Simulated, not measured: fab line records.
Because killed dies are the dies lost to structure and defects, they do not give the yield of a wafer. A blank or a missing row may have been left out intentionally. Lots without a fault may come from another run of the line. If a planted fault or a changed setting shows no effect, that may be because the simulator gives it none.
Problem report in the 8D (eight disciplines) form, filled by code -- flow sfqLine -- the parts of the form that need people (team, actions taken, sign-off) are left out

1. PROBLEM STATEMENT
Wafers without a fault read 211 s, standard deviation 6.8; timeToEndpointS at SFQ_TRILAYER_I4_CMP_CMP_100 reads a mean of 278 s on 2 wafers belonging to 2 lots. Measured from the usual mean, that is +9.8 standard deviations.
The step: polishes SiO2.
First observed at day 47 02:45: wafer L895.1, on cmp-02. Wafers with a number at this step in the record: 42, from 14 lots. The rule behind "out" and "out of limits": a value lying over 4 standard deviations away from the usual mean. All remaining wafers that have a number are taken as sound.

2. WHAT IT IS, AND WHAT IT ISN'T
question,is,is not
which readings at this step,timeToEndpointS,motorCurrentA
which lots,"L895, L896","L886, L887, L888, L892, L902, L903, L904, L905, L906, L907, L908, L909"
which wafers of those lots,"L895.1, L896.3","L895.3, L895.4, L896.1, L896.4"
read on which tools,cmp-02,cmp-01
when,from day 47 02:45,"up to then (14 sound wafers); but 26 sound wafers of L896, L902, L903, L904, L905, L906, L907, L908, L909 came after"

3. THE SUSPECTS, EACH WITH WHAT RULES IT OUT
Counting: a tool at a process step up to the reading stays a suspect if it ran every lot that is out. Sound lots after the first of them don't rule it out here, since some wafers of a struck lot are sound.
- cmp-02 at SFQ_TRILAYER_I4_CMP_CMP_100 (polishes SiO2): kept. It processed each lot that is out (first: L895, day 47 02:45); up to then, its last sound lot is L888 (day 40 05:04). On those wafers its own readings are out: timeToEndpointS.
- In cmp-02 at SFQ_TRILAYER_I4_CMP_CMP_100, the wafers that are out were processed in chamber 0 and their sound lot-mates in chambers 1, 3.
Left after counting: cmp-02 at SFQ_TRILAYER_I4_CMP_CMP_100.

4. THE CAUSE (what the simulator had put in)
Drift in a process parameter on cmp-02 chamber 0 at SFQ_TRILAYER_I4_CMP_CMP_100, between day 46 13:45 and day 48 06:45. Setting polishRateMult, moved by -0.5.
The count eliminated every tool but this one.

5. THE CHAIN OF EFFECTS, in route order
Each row: a reading whose mean over the struck wafers that have a number lies more than 3 standard deviations from the usual. Only readings for which the record gives a usual standard deviation are gone through. hours: the time from each lot's start at the first step in this table that gives one to its start at this step, as a median over the lots. sigmas: the change in usual standard deviations.
hours,step,reading,usual,on struck wafers,change,sigmas
0,SFQ_TRILAYER_I4_CMP_CMP_100,timeToEndpointS,211 s,278,+66,+9.8
2,SFQ_TRILAYER_I4_METRO_MEASURE_101,thkNm,199.7 nm,304.5,+104.8,+95
136,SFQ_TRILAYER_I4_VIA_ETCH_VIA_ETCH_106,oesProductAu,0.854 a.u.,0.998,+0.144,+29
It contains these process steps:
- SFQ_TRILAYER_I4_CMP_CMP_100: polishes SiO2.
- SFQ_TRILAYER_I4_METRO_MEASURE_101
- SFQ_TRILAYER_I4_VIA_ETCH_VIA_ETCH_106: etches SiO2 in CHF3, stops on Nb, target depth 260 nm.

6. HOW IT WOULD HAVE BEEN CAUGHT EARLIER
The fault began at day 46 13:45; the first out-of-limits reading in this record came at day 47 02:45, 13 hours later.
